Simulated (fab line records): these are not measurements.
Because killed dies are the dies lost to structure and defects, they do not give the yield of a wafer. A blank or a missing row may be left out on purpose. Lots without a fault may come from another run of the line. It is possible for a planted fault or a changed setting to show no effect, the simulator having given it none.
Which tool did it? | flow sky130 | 33 wafers from 11 lots sampled at 4 of the route's 708 steps

== WHAT THE GAUGES READ, wafer by wafer ==
SKY_POLY_GATE_OVL_MEAS_14. Usual: POLY_GATE_OVL typically reads -4 nm, with standard deviation 5.4.
lot  | measured     | on         | POLY_GATE_OVL (nm) | flag
L590 | day 16 13:10 | overlay-02 | 0 -3 2             |
L593 | day 17 06:49 | overlay-02 | -8 -8 -9           |
L596 | day 18 09:02 | overlay-02 | -6 -5 -8           |
L603 | day 21 12:20 | overlay-01 | 3 5 2              |
L604 | day 21 14:44 | overlay-01 | -2 -3 3            |
L606 | day 22 06:38 | overlay-01 | -3 -1 -4           |
L608 | day 22 17:44 | overlay-01 | -11 -7 0           |
L610 | day 23 09:05 | overlay-02 | -10 -5 -10         |
L611 | day 23 21:11 | overlay-02 | 1 1 -2             |
L612 | day 24 10:20 | overlay-02 | -10 -7 -3          |
L613 | day 24 16:23 | overlay-01 | -8 -7 -1           |

SKY_LDD_HVN_TW_MEAS_10. Usual: LDD_HVN_TW typically reads 1441, with standard deviation 16.
lot  | measured     | on            | LDD_HVN_TW                    | flag
L590 | day 20 12:55 | film-metro-03 | 1456 1451 1456                |
L593 | day 21 08:18 | film-metro-03 | 1289 1283 1282 1283 1278 1282 | OFF
L596 | day 22 11:17 | film-metro-04 | 1248 1252 1244 1244 1250 1248 | OFF
L603 | day 25 10:00 | film-metro-01 | 1439 1430 1451                |
L604 | day 25 10:52 | film-metro-01 | 1437 1430 1434                |
L606 | day 26 02:41 | film-metro-03 | 1465 1473 1470                |
L608 | day 26 14:15 | film-metro-01 | 1439 1442 1438                |
L610 | day 27 03:21 | film-metro-03 | 1455 1464 1457                |
L611 | day 27 17:32 | film-metro-01 | 1436 1427 1429                |
L612 | day 28 06:15 | film-metro-03 | 1446 1454 1457                |
L613 | day 28 09:25 | film-metro-03 | 1457 1455 1451                |

== TOOL THAT RAN EACH LOT (tool first, then ch and the chambers of the sampled wafers, then the start) ==
lot  | SKY_VT_ADJUST_PCH_STRIP_09           | SKY_LDD_HVN_IMPLANT_08
L590 | plasma-asher-04 ch 0,1, day 10 10:24 | implanter-04 ch 0, day 20 12:41
L593 | plasma-asher-02 ch 1, day 11 04:45   | implanter-04 ch 0, day 21 08:04
L596 | plasma-asher-04 ch 0,1, day 12 03:52 | implanter-04 ch 0, day 22 11:02
L603 | plasma-asher-03 ch 0,1, day 14 16:54 | implanter-03 ch 0, day 25 09:46
L604 | plasma-asher-03 ch 0,1, day 14 18:27 | implanter-03 ch 0, day 25 10:37
L606 | plasma-asher-03 ch 0,1, day 15 08:08 | implanter-02 ch 0, day 26 02:26
L608 | plasma-asher-03 ch 0,1, day 15 21:11 | implanter-03 ch 0, day 26 14:00
L610 | plasma-asher-03 ch 0, day 16 13:52   | implanter-02 ch 0, day 27 03:06
L611 | plasma-asher-04 ch 0,1, day 17 00:32 | implanter-03 ch 0, day 27 17:17
L612 | plasma-asher-03 ch 0, day 17 11:49   | implanter-04 ch 0, day 28 06:01
L613 | plasma-asher-04 ch 0,1, day 17 16:12 | implanter-04 ch 0, day 28 09:11
- SKY_VT_ADJUST_PCH_STRIP_09: strips in O2/N2.
- SKY_LDD_HVN_IMPLANT_08

== AS READ BY THE TOOLS THEMSELVES (means over the sampled wafers that have a number; for cases with no such wafer, the mark the record gives instead) ==
SKY_VT_ADJUST_PCH_STRIP_09. Usual: drypump-motor-current-A 5.8 A, standard deviation 0.47; oes-product-au 0.722 a.u., standard deviation 0.0044; strip-time-to-endpoint-s 36.96 s, standard deviation 0.11.
lot  | tool            | drypump-motor-current-A (A) | oes-product-au (a.u.) | strip-time-to-endpoint-s (s) | flag
L590 | plasma-asher-04 | 5.8                         | 0.721                 | 36.90                        |
L593 | plasma-asher-02 | 6.4                         | 0.724                 | 36.91                        |
L596 | plasma-asher-04 | 5.8                         | 0.720                 | 36.84                        |
L603 | plasma-asher-03 | 5.9                         | 0.722                 | 37.05                        |
L604 | plasma-asher-03 | 5.9                         | 0.720                 | 36.90                        |
L606 | plasma-asher-03 | 5.9                         | 0.721                 | 37.08                        |
L608 | plasma-asher-03 | 5.9                         | 0.720                 | 37.04                        |
L610 | plasma-asher-03 | 5.2                         | 0.724                 | 36.82                        |
L611 | plasma-asher-04 | 5.8                         | 0.722                 | 36.90                        |
L612 | plasma-asher-03 | 5.2                         | 0.724                 | 36.93                        |
L613 | plasma-asher-04 | 5.8                         | 0.720                 | 36.98                        |

SKY_LDD_HVN_IMPLANT_08. Usual: dose-ions-cm2 3e+13, standard deviation 3.2e+10; faraday-current-uA 169, standard deviation 3.6; tilt-deg 40.001 degrees, standard deviation 0.021.
lot  | tool         | dose-ions-cm2 | faraday-current-uA | tilt-deg (degrees) | flag
L590 | implanter-04 | 3e+13         | 167                | 40.012             |
L593 | implanter-04 | 2e+13         | 113                | 39.993             | OFF
L596 | implanter-04 | 2e+13         | 114                | 40.008             | OFF
L603 | implanter-03 | 3e+13         | 168                | 39.980             |
L604 | implanter-03 | 3e+13         | 171                | 39.993             |
L606 | implanter-02 | 3e+13         | 168                | 39.997             |
L608 | implanter-03 | 3e+13         | 170                | 39.992             |
L610 | implanter-02 | 3e+13         | 169                | 40.014             |
L611 | implanter-03 | 3e+13         | 167                | 39.999             |
L612 | implanter-04 | 3e+13         | 171                | 39.997             |
L613 | implanter-04 | 3e+13         | 170                | 40.012             |

== THE ANSWER, worked out from the rows above alone ==
Rule: take the mean of a lot's wafers that have a number; if it is more than 3 standard deviations from the usual mean, the lot is off. Also off: a lot with no number at a reading for which 4 or more lots have one. The other lots that the step has rows for count as sound. The gauges are gone through in route order, then the tools' own readings, and for those a lot's mean is taken as printed above. At the first step where some lot is off, the reading lying furthest off is the one used; lots without a number count as furthest.
Off: at SKY_LDD_HVN_TW_MEAS_10 (LDD_HVN_TW), L593, L596.
If a tool, at a process step before that reading, ran all the lots that are off and no sound lot after the first of them, it fits. The gauges at SKY_LDD_HVN_TW_MEAS_10 aren't tried: what is off there is off at SKY_LDD_HVN_IMPLANT_08 too, on other tools, and a gauge's error can't cause that. No candidate that was tried fits.

== WHAT THE SIMULATOR HAD PUT IN ==
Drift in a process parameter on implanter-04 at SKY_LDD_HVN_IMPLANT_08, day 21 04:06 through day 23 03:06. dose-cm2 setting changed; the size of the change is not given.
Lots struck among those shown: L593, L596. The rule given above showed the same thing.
